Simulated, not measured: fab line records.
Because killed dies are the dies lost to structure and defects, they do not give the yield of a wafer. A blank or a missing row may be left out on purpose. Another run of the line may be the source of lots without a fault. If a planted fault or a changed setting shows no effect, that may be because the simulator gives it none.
Which of the tools did it? -- flow sky130 -- 13 lots with 39 wafers sampled at 4 steps, on a route of 708 steps

WHAT THE GAUGES READ, wafer by wafer
SKY_LDD_P_OVL_MEAS_08. Usual: LDD_P_OVL typically reads 1.1 nm, with standard deviation 1.3.
lot,measured,on,LDD_P_OVL (nm),flag
L868,day 18 16:56,overlay-02,1.5 1.0 3.1,
L869,day 19 06:50,overlay-02,-0.5 -0.9 -2.3,
L870,day 19 22:12,overlay-01,0.7 2.7 1.1,
L871,day 20 08:07,overlay-02,1.9 1.0 2.4,
L878,day 23 07:26,overlay-02,1.4 2.6 2.4,
L879,day 23 08:59,overlay-02,2.3 3.1 3.2,
L880,day 23 17:57,overlay-01,3.7 1.1 1.7,
L881,day 23 21:17,overlay-01,-1.5 0.5 -0.3,
L884,day 25 07:14,overlay-01,1.5 1.5 1.6,
L887,day 26 05:48,overlay-01,-0.7 0.4 1.1,
L886,day 26 06:14,overlay-02,0.2 -0.4 -0.8,
L888,day 26 10:20,overlay-01,0.9 0.5 0.9,
L891,day 27 06:31,overlay-02,2.9 -0.2 0.5,

SKY_POLY_CUT_CD_MEAS_08: target cd 270 nm. Usual: 269.5 nm for cdNm, sd 1.3.
lot,measured,on,cdNm (nm),flag
L868,day 23 22:07,cdSem-01,270.8 270.7 270.0,
L869,day 24 09:39,cdSem-02,267.8 269.0 268.1,
L870,day 25 09:40,cdSem-01,269.7 271.1 271.5,
L871,day 25 13:18,cdSem-01,268.5 269.3 269.4,
L878,day 28 07:34,cdSem-02,268.8 270.5 269.9,
L879,day 28 09:10,cdSem-01,272.6 272.6 271.4,
L880,day 28 16:14,cdSem-01,268.7 269.0 268.3,
L881,day 28 19:22,cdSem-01,268.6 269.3 268.8,
L884,day 30 05:48,cdSem-02,270.0 271.3 271.2,
L887,day 31 03:55,cdSem-02,271.4 270.9 271.3,
L886,day 31 03:49,cdSem-01,271.1 270.0 268.7,
L888,day 31 05:43,cdSem-01,269.0 270.5 271.2,
L891,day 32 03:25,cdSem-01,268.3 269.1 268.0,

WHICH TOOL RAN EACH LOT (tool, then ch and the chambers of the sampled wafers, then the start)
lot,SKY_LDD_P_STRIP_10,SKY_LDD_LDN_IMPLANT_11
L868,"plasmaAsher-04 ch 0,1, day 18 17:07","implanter-03 ch 0, day 22 13:14"
L869,"plasmaAsher-01 ch 0,1, day 19 07:01","implanter-01 ch 0, day 23 02:06"
L870,"plasmaAsher-03 ch 0,1, day 19 22:24","implanter-01 ch 0, day 24 03:20"
L871,"plasmaAsher-01 ch 0,1, day 20 08:18","implanter-03 ch 0, day 24 04:01"
L878,"plasmaAsher-04 ch 0,1, day 23 07:37","implanter-03 ch 0, day 26 23:50"
L879,"plasmaAsher-04 ch 0,1, day 23 09:11","implanter-03 ch 0, day 27 01:58"
L880,"plasmaAsher-03 ch 0,1, day 23 18:08","implanter-02 ch 0, day 27 10:18"
L881,"plasmaAsher-01 ch 0,1, day 23 21:28","implanter-01 ch 0, day 27 13:14"
L884,"plasmaAsher-03 ch 0,1, day 25 07:25","implanter-02 ch 0, day 29 00:01"
L887,"plasmaAsher-01 ch 0,1, day 26 05:59","implanter-01 ch 0, day 29 21:25"
L886,"plasmaAsher-03 ch 1, day 26 06:25","implanter-02 ch 0, day 29 21:35"
L888,"plasmaAsher-04 ch 0,1, day 26 10:32","implanter-03 ch 0, day 30 00:52"
L891,"plasmaAsher-01 ch 0,1, day 27 06:41","implanter-02 ch 0, day 30 20:34"
- SKY_LDD_P_STRIP_10: strips in O2/N2.
- SKY_LDD_LDN_IMPLANT_11

AS READ BY THE TOOLS THEMSELVES (means over the sampled wafers that have a number; for cases with no such wafer, the mark the record gives instead)
SKY_LDD_P_STRIP_10. Usual: drypumpMotorCurrentA 5.4 A, standard deviation 0.41; oesProductAu 0.715 a.u., standard deviation 0.0042; stripTimeToEndpointS 14.19 s, standard deviation 0.039.
lot,tool,drypumpMotorCurrentA (A),oesProductAu (a.u.),stripTimeToEndpointS (s),flag
L868,plasmaAsher-04,5.1,0.712,14.25,
L869,plasmaAsher-01,5.6,0.713,14.17,
L870,plasmaAsher-03,5.5,0.715,14.18,
L871,plasmaAsher-01,5.9,0.717,14.23,
L878,plasmaAsher-04,5.1,0.719,14.21,
L879,plasmaAsher-04,5.1,0.716,14.21,
L880,plasmaAsher-03,5.6,0.716,14.17,
L881,plasmaAsher-01,5.9,0.716,14.17,
L884,plasmaAsher-03,5.3,0.714,14.19,
L887,plasmaAsher-01,5.6,0.715,14.17,
L886,plasmaAsher-03,5.8,0.717,14.20,
L888,plasmaAsher-04,5.1,0.716,14.20,
L891,plasmaAsher-01,5.6,0.713,14.19,

SKY_LDD_LDN_IMPLANT_11. Usual: 1.2502e+13 for doseIonsCm2, sd 1.5e+10.
lot,tool,doseIonsCm2,flag
L868,implanter-03,1.2509e+13,
L869,implanter-01,1.2500e+13,
L870,implanter-01,1.2508e+13,
L871,implanter-03,1.2500e+13,
L878,implanter-03,1.2091e+13,OFF
L879,implanter-03,1.2088e+13,OFF
L880,implanter-02,1.2486e+13,
L881,implanter-01,1.2471e+13,
L884,implanter-02,1.2507e+13,
L887,implanter-01,1.2518e+13,
L886,implanter-02,1.2508e+13,
L888,implanter-03,1.2507e+13,
L891,implanter-02,1.2481e+13,

THE ANSWER, worked out from the rows above alone
Rule: take the mean of a lot's wafers that have a number; if it is more than 3 standard deviations from the usual mean, the lot is off. A lot without any number at a reading at which 4 lots or more have one is off too. Any other lot the step has rows for is counted as sound. Order of review: gauges by route order, followed by the tools' own readings, for which a lot's mean as printed above is used. The first step at which some lot is off is used, and at that step the reading that is off furthest; a lot without a number counts as furthest.
Off: L878, L879, at SKY_LDD_LDN_IMPLANT_11 (doseIonsCm2).
If a tool, at that step or one of the process steps before it, ran each lot that is off and ran no sound lot following the first of them, it fits. No candidate that was tried fits.

WHAT THE SIMULATOR HAD PUT IN
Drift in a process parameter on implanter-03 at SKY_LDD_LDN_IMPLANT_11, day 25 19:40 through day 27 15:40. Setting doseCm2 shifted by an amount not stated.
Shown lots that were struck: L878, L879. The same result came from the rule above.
